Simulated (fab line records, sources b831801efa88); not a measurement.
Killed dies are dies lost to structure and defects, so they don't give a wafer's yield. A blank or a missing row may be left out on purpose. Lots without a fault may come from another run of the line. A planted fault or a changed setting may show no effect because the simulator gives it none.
Split-lot experiment | flow gf180mcu | 5 lots, 23 wafers read, on a route of 602 steps

THE SPLIT
At GF_M5_METAL_ETCH_10 (etches the open film in Cl2/BCl3, stops on SiO2, target depth 627.5 nm, time 104.6 s), the setting time_s was moved away from the recipe's 104.6 s on 7 of the 23 wafers read, by -12.0% to +9.7%. The other wafers ran this setting at the recipe's value.

The reading is taken at the split's own step.

THE READING
oes_product_au, in a.u., at GF_M5_METAL_ETCH_10 (etches the open film in Cl2/BCl3, stops on SiO2, target depth 627.5 nm, time 104.6 s). Fault-free wafers of this fab line usually give 0.972 a.u., standard deviation 0.0065 a.u..

wafer  | tool, chamber at the split | time_s as run, s | against the recipe | oes_product_au, a.u. | against lot-mates on the recipe
L074.1 | rie_metal-03, 0            | 104.6            | recipe             | 0.970                | -
L074.2 | rie_metal-03, 1            | 92.08            | -12.0%             | 1.011                | +0.041
L074.3 | rie_metal-03, 0            | 92.08            | -12.0%             | 1.003                | +0.033
L074.4 | rie_metal-03, 1            | 104.6            | recipe             | 0.967                | -
L074.5 | rie_metal-03, 1            | 104.6            | recipe             | 0.974                | -
L078.1 | rie_metal-03, 1            | 114.7            | +9.7%              | 0.967                | -0.009
L078.3 | rie_metal-03, 1            | 104.6            | recipe             | 0.979                | -
L078.4 | rie_metal-03, 0            | 114.7            | +9.7%              | 0.956                | -0.020
L078.5 | rie_metal-03, 1            | 104.6            | recipe             | 0.981                | -
L078.6 | rie_metal-03, 0            | 104.6            | recipe             | 0.968                | -
L082.1 | rie_metal-03, 0            | 104.6            | recipe             | 0.970                | -
L082.3 | rie_metal-03, 0            | 104.6            | recipe             | 0.975                | -
L082.4 | rie_metal-03, 1            | 104.6            | recipe             | 0.975                | -
L082.5 | rie_metal-03, 0            | 104.6            | recipe             | 0.975                | -
L082.6 | rie_metal-03, 1            | 104.6            | recipe             | 0.972                | -
L084.1 | rie_metal-03, 0            | 104.6            | recipe             | 0.963                | -
L084.3 | rie_metal-03, 0            | 104.6            | recipe             | 0.969                | -
L084.4 | rie_metal-03, 1            | 109.9            | +5.1%              | 0.964                | -0.002
L084.5 | rie_metal-03, 1            | 109.9            | +5.1%              | 0.956                | -0.010
L084.6 | rie_metal-03, 0            | 109.9            | +5.1%              | 0.965                | -0.001
L085.3 | rie_metal-02, 0            | 104.6            | recipe             | 0.975                | -
L085.5 | rie_metal-02, 1            | 104.6            | recipe             | 0.967                | -
L085.6 | rie_metal-02, 0            | 104.6            | recipe             | 0.967                | -

THE FIT
A straight line over all 23 wafers: oes_product_au changes by -0.00221 a.u. for each +1% of time_s; r = -0.87; the points scatter about the line by 0.0063 a.u..
The same after taking each lot's own level away (the mean of its wafers on the recipe; 23 wafers): -0.00227 a.u. for each +1%; r = -0.90; scatter 0.0056 a.u..
On that fit, the largest move of time_s shifts the reading by 0.027 a.u..
The lots' own levels span 0.9660 to 0.9760 a.u., that is 1.5 times the standard deviation above.
So the lot-to-lot level changes the slope little: the two slopes agree.
Check: with one of the wafers moved furthest among these (-12.0%) left out of the fit, the line predicts +0.0242 a.u. for it against its lot-mates. It came out at +0.0407 a.u. against them.
Tool readings at the split's step, against how far the setting was moved: oes_product_au r = -0.87.

OTHER SPLITS ON THESE WAFERS
These wafers also went through other splits before the reading. Each is held against what the fit with the lots' levels taken away leaves over:
other split on the same wafers        | wafers away from the commonest value | r with oes_product_au (lot level and that fit taken away)
GF_V3_ETCH_16 bias_w                  | 7                                    | +0.33
GF_M4_PEB_12 peb_temp_c               | 8                                    | -0.10
GF_V4_CVD_00 sih4_flow_sccm           | 4                                    | +0.36
GF_V4_CMP_04 leave_above_ref_nm       | 7                                    | +0.10
GF_V4_EXPOSE_11 dose_mj               | 2                                    | +0.13
GF_MIM_SPUTTER_00 time_s              | 9                                    | +0.32
GF_MIM_SPUTTER_08 chamber_pressure_pa | 18                                   | +0.06
GF_MIM_DEVELOP_18 develop_time_s      | 8                                    | +0.01

THE WHOLE CHAIN: every reading that the file lists as answering this split, in the file's order
step                | what it does                                                                         | reading                  | change (the file's fit)                  | r (the file's)
GF_M5_METAL_ETCH_10 | etches the open film in Cl2/BCl3, stops on SiO2, target depth 627.5 nm, time 104.6 s | oes_product_au           | -0.0023 a.u. for each +1% of the setting | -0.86
GF_M5_STRIP_11      | strips in O2/N2                                                                      | strip_time_to_endpoint_s | withheld for each +1% of the setting     | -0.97

THE FILE'S OWN FIT
oes_product_au changes by -0.0023 a.u. for each +1% of time_s, r = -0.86.
